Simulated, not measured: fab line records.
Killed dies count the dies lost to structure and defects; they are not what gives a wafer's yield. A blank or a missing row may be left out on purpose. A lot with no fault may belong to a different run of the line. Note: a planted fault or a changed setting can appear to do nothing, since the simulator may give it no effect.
fab line records -- flow sky130
record: lots: 12, wafers: 35, lastDay: 49
route steps=708 shown VIA4@639 PAD_OPEN@708
lots that met no fault: from a run of the same line without faults
startH: start of the lot's first displayed wafer, in hours after the record's first day -- waitH: hours elapsed since this lot's preceding step -- " as in the row above -- L1.1+2: a row that stands for several wafers -- - either no value or no given start -- * or withheld: withheld -- < > ~ a bound
route shown NAME@n: a module of which the file shows steps, and the number in the route of the first -- usual: mean and standard deviation over wafers with no fault -- same: alike in all rows -- chamber/n: place in a boat -- sites: per-site readings -- _std_site: standard deviation of those values -- _edge_site: inner sites' mean taken away from outer sites' mean -- radiusMm: for every site, how far away it sits from the centre of the wafer -- mask NAME#n: copy n -- behind: the most recent tool/chamber to have shaped the wafer -- hold: why the lot went on hold/how many hours it stayed there/how the hold came to an end -- device: which transistor (n, p or np) failed to switch -- end of line: tests of these same wafers at the route's end -- a step with no rows: only its recipe -- killed: dies lost to structure and defects at the first sort, not the wafer's yield -- map: dies across one wafer; x = killed, . = not, _ = none there
set.NAME: the setting the step ran with; set.NAME@STEP: the setting that earlier step ran with -- model.NAME: the simulator's own value behind a step, which no gauge read
one table for each step of the route and one row for each wafer, over a sample of lots
services: a tool's chamber out of use, with start hour (startH, from the record's first day; less than 0 if before it), hours out, and reason
== steps ==
step: SKY_VIA4_HDPCVD_00
recipe: material: SiO2, targetThkNm: 1750, sigmaOpenFrac: 0.3, timeS: 291.7, tempC: 400, sih4FlowSccm: 60, pressureMtorr: 6
usual: runLengthS: 319.7/0.66
lot.wafer,tool,chamber,startH,waitH,runLengthS
L843.1,hdpcvd-01,0,992.55,0.0,319.9
L843.5,hdpcvd-01,0,992.55,0.0,320.5
L843.6,hdpcvd-01,2,992.55,0.0,320.9
L844.3,hdpcvd-01,2,995.40,0.0,320.6
L844.4,hdpcvd-01,2,995.40,0.0,321.2
L844.5,hdpcvd-01,1,995.40,0.0,319.3
L842.2,hdpcvd-01,1,996.85,0.0,319.7
L842.3,hdpcvd-01,0,996.85,0.0,319.8
L842.6,hdpcvd-01,0,996.85,0.0,320.0
L847.1,hdpcvd-02,2,1016.41,0.0,320.0
L847.2,hdpcvd-02,1,1016.41,0.0,320.2
L847.3,hdpcvd-02,0,1016.41,0.0,319.0
L845.1,hdpcvd-01,0,1017.79,0.0,320.6
L845.3,hdpcvd-01,2,1017.79,0.0,320.5
L845.6,hdpcvd-01,2,1017.79,0.0,320.7
L846.1,hdpcvd-02,1,1019.03,0.0,319.8
L846.4,hdpcvd-02,0,1019.03,0.0,318.3
L846.6,hdpcvd-02,1,1019.03,0.0,319.6
L848.1,hdpcvd-02,1,1046.46,0.0,319.9
L848.3,hdpcvd-02,0,1046.46,0.0,318.4
L848.6,hdpcvd-02,1,1046.46,0.0,319.7
L850.3,hdpcvd-02,1,1058.57,0.0,346.4
L850.4,hdpcvd-02,1,1058.57,0.0,346.3
L858.2,hdpcvd-01,1,1094.13,0.0,319.3
L858.4,hdpcvd-01,0,1094.13,0.0,320.2
L858.6,hdpcvd-01,1,1094.13,0.0,319.4
L859.1,hdpcvd-01,2,1094.91,0.0,320.7
L859.2,hdpcvd-01,0,1094.91,0.0,319.7
L859.4,hdpcvd-01,0,1094.91,0.0,320.0
L860.3,hdpcvd-01,1,1099.37,0.0,320.1
L860.4,hdpcvd-01,0,1099.37,0.0,320.1
L860.5,hdpcvd-01,1,1099.37,0.0,319.5
L861.2,hdpcvd-01,0,1104.07,0.0,320.3
L861.4,hdpcvd-01,1,1104.07,0.0,319.5
L861.6,hdpcvd-01,0,1104.07,0.0,320.1
step: SKY_VIA4_THK_MEAS_01
recipe: reads: SiO2_of_VIA4_HDPCVD_00
usual: VIA4_HDPCVD_THK: 1748/17
lot.wafer,tool,chamber,startH,waitH,hold,VIA4_HDPCVD_THK[nm]
L843.1,filmMetro-01,-,992.73,0.1,-,1775
L843.5,filmMetro-01,-,992.73,0.1,-,1781
L843.6,filmMetro-01,-,992.73,0.1,-,1751
L844.3,filmMetro-03,-,995.60,0.1,-,1741
L844.4,filmMetro-03,-,995.60,0.1,-,1726
L844.5,filmMetro-03,-,995.60,0.1,-,1750
L842.2,filmMetro-01,-,997.04,0.1,-,1784
L842.3,filmMetro-01,-,997.04,0.1,-,1759
L842.6,filmMetro-01,-,997.04,0.1,-,1764
L847.1,filmMetro-01,-,1016.59,0.1,-,1738
L847.2,filmMetro-01,-,1016.59,0.1,-,1721
L847.3,filmMetro-01,-,1016.59,0.1,-,1729
L845.1,filmMetro-03,-,1017.97,0.1,-,1758
L845.3,filmMetro-03,-,1017.97,0.1,-,1735
L845.6,filmMetro-03,-,1017.97,0.1,-,1755
L846.1,filmMetro-04,-,1019.21,0.1,-,1761
L846.4,filmMetro-04,-,1019.21,0.1,-,1730
L846.6,filmMetro-04,-,1019.21,0.1,-,1730
L848.1,filmMetro-01,-,1046.63,0.1,-,1741
L848.3,filmMetro-01,-,1046.63,0.1,-,1727
L848.6,filmMetro-01,-,1046.63,0.1,-,1738
L850.3,filmMetro-03,-,1058.77,0.1,awaitDispo/0.2h/release,1890
L850.4,filmMetro-03,-,1058.77,0.1,awaitDispo/0.2h/release,1901
L850.3,filmMetro-03,-,1058.99,0.2,-,1891
L850.4,filmMetro-03,-,1058.99,0.2,-,1903
L858.2,filmMetro-04,-,1094.31,0.1,-,1757
L858.4,filmMetro-04,-,1094.31,0.1,-,1740
L858.6,filmMetro-04,-,1094.31,0.1,-,1741
L859.1,filmMetro-03,-,1095.09,0.1,-,1734
L859.2,filmMetro-03,-,1095.09,0.1,-,1750
L859.4,filmMetro-03,-,1095.09,0.1,-,1751
L860.3,filmMetro-03,-,1099.57,0.1,-,1752
L860.4,filmMetro-03,-,1099.57,0.1,-,1741
L860.5,filmMetro-03,-,1099.57,0.1,-,1743
L861.2,filmMetro-04,-,1104.26,0.1,-,1734
L861.4,filmMetro-04,-,1104.26,0.1,-,1718
L861.6,filmMetro-04,-,1104.26,0.1,-,1718
step: SKY_PAD_OPEN_PROBE_99
usual: defectLimitedYield: 82.5/2, killed_at_M0_to_M3: 44/7.7, killed_at_M4_up: 3.0/1.9, killedAtContacts: 25/5.6, killedAtFrontEnd: 15/4.6, killedAtOther: 0.3/0.47, killedDies: 86/9.9, killedOpen: 47/7.4, killedShort: 39/5.9, sort_bin_3_pad_short: 0.8/0.37, sort_bin_5_function: 10.4/1.5, sort_bin_6_memory: 6.3/1, sortNPass: 406/9.9, sortYieldPct: 82.5/2
same: grossDies: 492, killedAtBackSide: 0, sort_bin_4_leakage[%]: 0, sort_bin_8_speed[%]: 0
lot.wafer,tool,chamber,startH,waitH,hold,defectLimitedYield[%],killed_at_M0_to_M3,killed_at_M4_up,killedAtContacts,killedAtFrontEnd,killedAtOther,killedDies,killedOpen,killedShort,sort_bin_3_pad_short[%],sort_bin_5_function[%],sort_bin_6_memory[%],sortNPass,sortYieldPct[%]
L843.1,prober-02,-,1086.90,0.1,-,80.7,44,0,33,17,1,95,54,41,1.2,10.8,7.3,397,80.7
L843.5,prober-02,-,1087.10,0.2,-,82.1,46,1,26,15,0,88,51,37,0.6,11.8,5.5,404,82.1
L843.6,prober-02,-,1087.15,0.2,-,81.9,49,4,26,10,0,89,47,42,1.4,11.4,5.3,403,81.9
L844.3,prober-01,-,1090.76,0.2,-,84.8,30,8,29,8,0,75,39,36,0.8,8.7,5.7,417,84.8
L844.4,prober-01,-,1090.81,0.2,-,82.5,43,9,20,14,0,86,46,40,0.6,8.7,8.1,406,82.5
L844.5,prober-01,-,1090.86,0.2,-,80.7,42,4,39,10,0,95,55,40,0.2,12.2,6.9,397,80.7
L842.2,prober-02,-,1091.90,0.1,-,81.5,49,4,31,7,0,91,51,40,1.4,10.6,6.5,401,81.5
L842.3,prober-02,-,1091.95,0.2,-,83.9,37,2,22,17,1,79,35,44,1.4,9.3,5.3,413,83.9
L842.6,prober-02,-,1092.10,0.2,-,80.7,54,1,26,13,1,95,58,37,0.8,11.8,6.7,397,80.7
L847.1,prober-01,-,1107.61,0.1,-,80.3,54,11,25,6,1,97,47,50,1.4,11.2,7.1,395,80.3
L847.2,prober-01,-,1107.66,0.1,-,83.1,42,3,21,17,0,83,47,36,1.2,9.1,6.5,409,83.1
L847.3,prober-01,-,1107.71,0.2,-,79.9,49,2,29,19,0,99,46,53,1.0,12.4,6.7,393,79.9
L845.1,prober-02,-,1109.12,0.1,-,82.1,40,4,34,10,0,88,49,39,0.6,10.8,6.5,404,82.1
L845.3,prober-02,-,1109.22,0.2,-,81.3,50,5,22,15,0,92,51,41,1.2,11.4,6.1,400,81.3
L845.6,prober-02,-,1109.37,0.2,-,79.1,49,6,32,16,0,103,59,44,1.2,11.8,7.9,389,79.1
L846.1,prober-01,-,1110.24,0.1,-,78.7,57,2,30,16,0,105,62,43,0.6,13.0,7.7,387,78.7
L846.4,prober-01,-,1110.39,0.2,-,82.5,48,0,26,11,1,86,46,40,0.6,10.6,6.3,406,82.5
L846.6,prober-01,-,1110.49,0.2,-,79.5,55,5,24,16,1,101,59,42,1.0,13.0,6.5,391,79.5
L848.1,prober-01,-,1135.26,0.1,-,80.9,54,4,18,17,1,94,50,44,0.4,11.4,7.3,398,80.9
L848.3,prober-01,-,1135.36,0.2,-,80.1,57,3,24,13,1,98,49,49,0.6,13.6,5.7,394,80.1
L848.6,prober-01,-,1135.51,0.2,-,82.9,43,2,30,9,0,84,43,41,0.4,10.8,5.9,408,82.9
L850.3,prober-01,-,1144.88,0.2,awaitDispo/1.5h/release,82.3,48,2,21,16,0,87,53,34,1.0,10.6,6.1,405,82.3
L850.4,prober-01,-,1144.93,0.2,awaitDispo/1.5h/release,83.5,36,2,22,21,0,81,52,29,0.6,9.6,6.3,411,83.5
L858.2,prober-02,-,1176.48,0.1,-,82.7,37,2,24,22,0,85,38,47,0.8,11.8,4.7,407,82.7
L858.4,prober-02,-,1176.58,0.2,-,83.9,41,4,25,8,1,79,47,32,1.0,9.3,5.7,413,83.9
L858.6,prober-02,-,1176.68,0.2,-,85.0,34,4,25,10,1,74,44,30,1.0,8.9,5.1,418,85.0
L859.1,prober-01,-,1176.69,0.1,-,81.3,48,3,29,12,0,92,52,40,1.2,12.2,5.3,400,81.3
L859.2,prober-01,-,1176.74,0.1,-,82.1,47,0,29,12,0,88,48,40,0.2,11.0,6.7,404,82.1
L859.4,prober-01,-,1176.84,0.2,-,83.1,41,3,29,10,0,83,52,31,0.8,10.8,5.3,409,83.1
L860.3,prober-02,-,1179.82,0.2,-,82.9,41,1,24,18,0,84,54,30,0,11.4,5.7,408,82.9
L860.4,prober-02,-,1179.87,0.2,-,82.5,45,5,18,18,0,86,51,35,1.0,11.6,4.9,406,82.5
L860.5,prober-02,-,1179.92,0.2,-,80.5,49,4,32,11,0,96,53,43,0.4,13.2,5.9,396,80.5
L861.2,prober-01,-,1183.06,0.1,-,82.3,39,2,28,18,0,87,45,42,0.8,10.6,6.3,405,82.3
L861.4,prober-01,-,1183.16,0.2,-,84.3,28,2,29,18,0,77,42,35,0.8,10.0,4.9,415,84.3
L861.6,prober-01,-,1183.26,0.2,-,85.0,43,2,14,15,0,74,39,35,1.6,8.3,5.1,418,85.0
killed by level:class
L843.1 CONTACT:geometricParticle:open=14 LI_CONTACT:geometricParticle:open=9 METAL2:geometricParticle:short=8 CONTACT:geometricParticle:short=7 VIA1:geometricParticle:open=7 POLY_GATE:geometricParticle:open=6 VIA1:geometricParticle:short=5 VIA2:geometricParticle:open=5
L843.5 VIA1:geometricParticle:open=15 LI_CONTACT:geometricParticle:open=7 POLY_GATE:geometricParticle:open=6 CONTACT:geometricParticle:open=6 METAL1:geometricParticle:short=6 VIA3:geometricParticle:open=6 CONTACT:geometricParticle:short=5 VIA2:geometricParticle:open=5
L843.6 METAL1:geometricParticle:short=11 VIA2:geometricParticle:open=9 CONTACT:geometricParticle:open=7 LOCAL_INTERCONNECT:geometricParticle:short=6 VIA3:geometricParticle:open=6 POLY_GATE:geometricParticle:open=5 LI_CONTACT:geometricParticle:open=5 VIA1:geometricParticle:open=5
L844.3 CONTACT:geometricParticle:open=11 VIA1:geometricParticle:open=8 LI_CONTACT:geometricParticle:open=7 LOCAL_INTERCONNECT:geometricParticle:short=6 METAL2:geometricParticle:short=6 METAL4:geometricParticle:short=5 VIA2:geometricParticle:open=4 CONTACT:geometricParticle:short=4
L844.4 VIA1:geometricParticle:open=12 CONTACT:geometricParticle:open=11 METAL2:geometricParticle:short=7 METAL4:geometricParticle:short=7 VIA2:geometricParticle:open=6 LOCAL_INTERCONNECT:geometricParticle:short=5 METAL1:geometricParticle:short=4 VIA3:geometricParticle:short=4
L844.5 VIA1:geometricParticle:open=16 LI_CONTACT:geometricParticle:open=13 CONTACT:geometricParticle:open=11 CONTACT:geometricParticle:short=7 VIA3:geometricParticle:open=7 LI_CONTACT:geometricParticle:short=5 METAL1:geometricParticle:short=5 POLY_GATE:geometricParticle:short=4
L842.2 CONTACT:geometricParticle:open=10 VIA3:geometricParticle:open=9 LI_CONTACT:geometricParticle:open=8 VIA2:geometricParticle:open=8 METAL1:geometricParticle:short=7 LOCAL_INTERCONNECT:geometricParticle:short=7 VIA1:geometricParticle:open=6 METAL2:geometricParticle:short=4
L842.3 VIA1:geometricParticle:open=8 VIA3:geometricParticle:open=8 FIELD_ISO:geometricParticle:short=6 LI_CONTACT:geometricParticle:open=6 LOCAL_INTERCONNECT:geometricParticle:short=6 VIA1:geometricParticle:short=6 METAL1:geometricParticle:short=5 FIELD_ISO:geometricParticle:open=4
L842.6 VIA1:geometricParticle:open=13 CONTACT:geometricParticle:open=11 VIA3:geometricParticle:open=8 LI_CONTACT:geometricParticle:open=7 VIA1:geometricParticle:short=7 VIA2:geometricParticle:open=6 METAL1:geometricParticle:short=5 CONTACT:geometricParticle:short=4
L847.1 VIA2:geometricParticle:open=13 METAL4:geometricParticle:short=11 VIA3:geometricParticle:open=9 LI_CONTACT:geometricParticle:open=7 CONTACT:geometricParticle:short=6 VIA1:geometricParticle:open=6 METAL2:geometricParticle:short=6 CONTACT:geometricParticle:open=5
L847.2 CONTACT:geometricParticle:open=9 VIA3:geometricParticle:short=8 FIELD_ISO:geometricParticle:open=7 LI_CONTACT:geometricParticle:open=7 VIA3:geometricParticle:open=6 METAL2:geometricParticle:short=5 METAL1:geometricParticle:short=5 VIA1:geometricParticle:open=5
L847.3 LOCAL_INTERCONNECT:geometricParticle:short=9 METAL2:geometricParticle:short=9 VIA3:geometricParticle:open=9 LI_CONTACT:geometricParticle:open=7 CONTACT:geometricParticle:open=7 VIA3:geometricParticle:short=7 VIA1:geometricParticle:open=6 FIELD_ISO:geometricParticle:short=5
L845.1 LI_CONTACT:geometricParticle:open=10 CONTACT:geometricParticle:open=10 VIA1:geometricParticle:open=8 VIA3:geometricParticle:open=8 LOCAL_INTERCONNECT:geometricParticle:short=7 VIA2:geometricParticle:open=5 LI_CONTACT:geometricParticle:short=4 METAL1:geometricParticle:short=4
L845.3 VIA2:geometricParticle:open=14 CONTACT:geometricParticle:open=9 VIA1:geometricParticle:open=8 METAL2:geometricParticle:short=8 LI_CONTACT:geometricParticle:open=7 VIA2:geometricParticle:short=5 VIA3:geometricParticle:open=5 METAL4:geometricParticle:short=5
L845.6 LI_CONTACT:geometricParticle:open=10 CONTACT:geometricParticle:open=9 VIA1:geometricParticle:open=9 VIA3:geometricParticle:open=8 VIA1:geometricParticle:short=8 METAL1:geometricParticle:short=5 FIELD_ISO:geometricParticle:open=4 POLY_GATE:geometricParticle:short=4
L846.1 VIA1:geometricParticle:open=13 VIA2:geometricParticle:open=11 LI_CONTACT:geometricParticle:open=9 CONTACT:geometricParticle:open=8 LOCAL_INTERCONNECT:geometricParticle:short=6 METAL2:geometricParticle:short=6 VIA3:geometricParticle:open=6 FIELD_ISO:geometricParticle:short=5
L846.4 VIA1:geometricParticle:open=14 CONTACT:geometricParticle:open=11 METAL2:geometricParticle:short=7 VIA3:geometricParticle:open=6 LOCAL_INTERCONNECT:geometricParticle:short=6 METAL1:geometricParticle:short=5 FIELD_ISO:geometricParticle:open=4 VIA1:geometricParticle:short=4
L846.6 VIA1:geometricParticle:open=14 CONTACT:geometricParticle:open=10 METAL1:geometricParticle:short=8 VIA2:geometricParticle:open=7 VIA3:geometricParticle:open=7 VIA1:geometricParticle:short=5 LI_CONTACT:geometricParticle:short=4 METAL2:geometricParticle:short=4
L848.1 VIA1:geometricParticle:open=13 CONTACT:geometricParticle:short=8 METAL2:geometricParticle:short=7 VIA2:geometricParticle:open=7 CONTACT:geometricParticle:open=6 VIA3:geometricParticle:open=6 POLY_GATE:geometricParticle:open=5 METAL3:geometricParticle:short=5
L848.3 VIA1:geometricParticle:open=12 LI_CONTACT:geometricParticle:open=9 METAL2:geometricParticle:short=7 VIA2:geometricParticle:open=7 POLY_GATE:geometricParticle:short=6 VIA3:geometricParticle:open=6 VIA1:geometricParticle:short=5 CONTACT:geometricParticle:open=5
L848.6 CONTACT:geometricParticle:open=10 LI_CONTACT:geometricParticle:open=9 VIA1:geometricParticle:short=8 VIA1:geometricParticle:open=7 CONTACT:geometricParticle:short=5 METAL1:geometricParticle:short=4 METAL2:geometricParticle:short=4 VIA2:geometricParticle:open=4
L850.3 CONTACT:geometricParticle:open=10 METAL2:geometricParticle:short=9 LI_CONTACT:geometricParticle:open=8 VIA1:geometricParticle:open=8 VIA3:geometricParticle:open=8 VIA2:geometricParticle:open=5 FIELD_ISO:geometricParticle:short=4 METAL1:geometricParticle:short=4
L850.4 VIA1:geometricParticle:open=12 LI_CONTACT:geometricParticle:open=8 CONTACT:geometricParticle:open=8 POLY_GATE:geometricParticle:short=6 FIELD_ISO:geometricParticle:open=5 POLY_GATE:geometricParticle:open=5 VIA2:geometricParticle:open=5 VIA3:geometricParticle:open=5
L858.2 CONTACT:geometricParticle:open=11 FIELD_ISO:geometricParticle:short=7 METAL1:geometricParticle:short=7 VIA2:geometricParticle:open=6 VIA1:geometricParticle:open=6 FIELD_ISO:geometricParticle:open=4 POLY_GATE:geometricParticle:short=4 POLY_GATE:geometricParticle:open=4
L858.4 VIA1:geometricParticle:open=13 CONTACT:geometricParticle:open=12 VIA3:geometricParticle:open=7 VIA2:geometricParticle:open=5 LI_CONTACT:geometricParticle:open=4 LOCAL_INTERCONNECT:geometricParticle:short=4 VIA1:geometricParticle:short=4 FIELD_ISO:geometricParticle:short=3
L858.6 VIA1:geometricParticle:open=13 LI_CONTACT:geometricParticle:open=7 CONTACT:geometricParticle:open=7 LI_CONTACT:geometricParticle:short=5 VIA3:geometricParticle:open=5 VIA2:geometricParticle:open=4 METAL2:geometricParticle:short=4 LOCAL_INTERCONNECT:geometricParticle:short=3
L859.1 VIA2:geometricParticle:open=11 VIA1:geometricParticle:open=11 LI_CONTACT:geometricParticle:open=8 CONTACT:geometricParticle:short=8 VIA1:geometricParticle:short=7 CONTACT:geometricParticle:open=6 VIA3:geometricParticle:open=5 POLY_GATE:geometricParticle:short=4
L859.2 CONTACT:geometricParticle:open=11 VIA1:geometricParticle:open=9 VIA2:geometricParticle:open=7 LI_CONTACT:geometricParticle:open=6 CONTACT:geometricParticle:short=6 VIA1:geometricParticle:short=6 VIA3:geometricParticle:open=5 FIELD_ISO:geometricParticle:open=4
L859.4 CONTACT:geometricParticle:open=10 LI_CONTACT:geometricParticle:open=9 VIA3:geometricParticle:open=9 VIA1:geometricParticle:open=6 CONTACT:geometricParticle:short=5 VIA2:geometricParticle:open=5 VIA1:geometricParticle:short=4 METAL1:geometricParticle:short=4
L860.3 VIA3:geometricParticle:open=11 CONTACT:geometricParticle:open=9 LI_CONTACT:geometricParticle:open=7 POLY_GATE:geometricParticle:open=5 VIA2:geometricParticle:open=5 CONTACT:geometricParticle:short=5 VIA1:geometricParticle:short=5 VIA1:geometricParticle:open=5
L860.4 FIELD_ISO:geometricParticle:open=9 VIA1:geometricParticle:open=9 CONTACT:geometricParticle:open=8 VIA2:geometricParticle:open=8 VIA3:geometricParticle:open=7 METAL1:geometricParticle:short=6 METAL2:geometricParticle:short=6 LOCAL_INTERCONNECT:geometricParticle:short=5
L860.5 VIA3:geometricParticle:open=10 CONTACT:geometricParticle:open=10 VIA2:geometricParticle:open=9 LI_CONTACT:geometricParticle:open=8 VIA1:geometricParticle:open=8 CONTACT:geometricParticle:short=6 METAL2:geometricParticle:short=6 METAL1:geometricParticle:short=5
L861.2 LI_CONTACT:geometricParticle:open=8 CONTACT:geometricParticle:open=7 VIA3:geometricParticle:open=6 VIA1:geometricParticle:open=6 LI_CONTACT:geometricParticle:short=5 METAL2:geometricParticle:short=5 FIELD_ISO:geometricParticle:short=4 POLY_GATE:geometricParticle:open=4
L861.4 LI_CONTACT:geometricParticle:open=13 CONTACT:geometricParticle:open=6 CONTACT:geometricParticle:short=6 FIELD_ISO:geometricParticle:short=5 METAL2:geometricParticle:short=5 VIA2:geometricParticle:open=5 VIA3:geometricParticle:open=5 POLY_GATE:geometricParticle:short=4
L861.6 VIA3:geometricParticle:open=9 METAL1:geometricParticle:short=8 LI_CONTACT:geometricParticle:open=7 VIA2:geometricParticle:open=7 FIELD_ISO:geometricParticle:short=5 CONTACT:geometricParticle:open=5 VIA1:geometricParticle:open=5 METAL2:geometricParticle:short=4
== services ==
tool,chamber,startH,hours,kind
hdpcvd-01,0,1064.71,7.3,repair
== key ==
firstSign: step: SKY_VIA4_HDPCVD_00, reading: runLengthS, direction: up, sigmas: 40, usual: *, struck: *
effect: step: SKY_VIA4_THK_MEAS_01, reading: visit, direction: added
effect: step: SKY_VIA4_THK_MEAS_01, reading: VIA4_HDPCVD_THK, direction: up, sigmas: 8.6, usual: 1748, struck: 1895
metAt SKY_VIA4_HDPCVD_00
struckLots L850
struckWafers L850.3,L850.4
onsetBetween 1046.46 1058.57
fault: kind: processParameterDrift, tool: hdpcvd-02, chamber: -, onsetH: 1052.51, steps: SKY_VIA4_HDPCVD_00, channel: timeS, offset: *, shape: step, endH: 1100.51, scope: struckWafersOnly, actsIn: *, stated: *
